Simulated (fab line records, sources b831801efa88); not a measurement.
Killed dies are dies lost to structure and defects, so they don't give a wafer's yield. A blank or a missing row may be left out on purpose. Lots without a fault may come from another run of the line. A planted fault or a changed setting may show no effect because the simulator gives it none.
One fault seen from 2 desks | flow gf180mcu | each desk has only its own numbers; what lay behind them comes last

THE TOOL OWNER'S DESK: cmp-02
The tool's own readings at GF_V1_CMP_04 (polishes SiO2): means of the sampled wafers that have a number, for each lot that ran on this tool. A lot is out of limits, marked OUT, if its mean lies more than 4 standard deviations from the usual mean; the brackets give that distance.
Columns: A = head_pressure_psi at GF_V1_CMP_04, usual 4.000 psi; B = motor_current_A at GF_V1_CMP_04, usual 12.0 A; C = slurry_flow_ml_min at GF_V1_CMP_04, usual 150.1; D = time_to_endpoint_s at GF_V1_CMP_04, usual 80 s
lot  | first seen here | A     | B    | C     | D
L644 | day 18 14:02    | 3.992 | 11.7 | 149.9 | 79
L646 | day 19 07:15    | 4.000 | 11.4 | 149.9 | 45 (-6.4) OUT
L647 | day 19 19:42    | 4.000 | 12.4 | 149.9 | 62
L656 | day 22 21:40    | 3.996 | 12.3 | 150.4 | 73
L657 | day 23 05:01    | 4.008 | 11.8 | 150.6 | 77
L658 | day 23 06:53    | 4.005 | 12.5 | 150.2 | 78
L663 | day 24 22:49    | 4.002 | 11.8 | 150.3 | 84
L664 | day 25 00:52    | 4.005 | 12.7 | 149.7 | 80
L665 | day 25 06:53    | 3.997 | 13.2 | 149.9 | 82
This desk's finding: out of limits on L646; first on L646, day 19 07:15 (time_to_endpoint_s at GF_V1_CMP_04). In limits: L644, L647, L656, L657, L658, L663, L664, L665.

THE METROLOGY DESK
What the gauges read, lot by lot, whatever tool the lot ran on: means of the sampled wafers that have a number. A lot is out of limits, marked OUT, if its mean lies more than 4 standard deviations from the usual mean; the brackets give that distance.
Columns: A = cd_nm at GF_M1_CD_MEAS_14, usual 229.9 nm; B = M1_OVL at GF_M1_OVL_MEAS_15, usual -2 nm
lot  | first seen here | A     | B
L643 | day 17 20:59    | 229.0 | -3
L644 | day 18 12:49    | 230.3 | -6
L646 | day 19 06:10    | 227.0 | -11
L647 | day 19 18:37    | 229.8 | 5
L656 | day 22 20:29    | 230.2 | 6
L657 | day 23 03:50    | 229.7 | 6
L658 | day 23 05:40    | 230.3 | -7
L659 | day 23 11:01    | 228.0 | 3
L661 | day 24 03:13    | 230.8 | -13
L663 | day 24 21:36    | 230.9 | -12
L664 | day 24 23:09    | 231.2 | -6
L665 | day 25 05:19    | 229.3 | 8
This desk's finding: nothing out of limits on any of the 12 lots.

PUT TOGETHER
The tool owner's desk could have raised an alarm at day 19 07:15, on L646.
The metrology desk saw nothing out of limits.
The metrology desk has L646 on record, within its limits.
Of the lots named, all ran GF_V1_CMP_04 on cmp-02.

WHAT THE SIMULATOR HAD PUT IN
Process parameter drift: cmp-02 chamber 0, from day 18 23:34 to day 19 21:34, at GF_V1_CMP_04. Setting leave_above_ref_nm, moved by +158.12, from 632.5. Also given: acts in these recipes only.
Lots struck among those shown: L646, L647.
Hours from the fault's start to each desk's first reading out of limits: the tool owner's desk, 8.
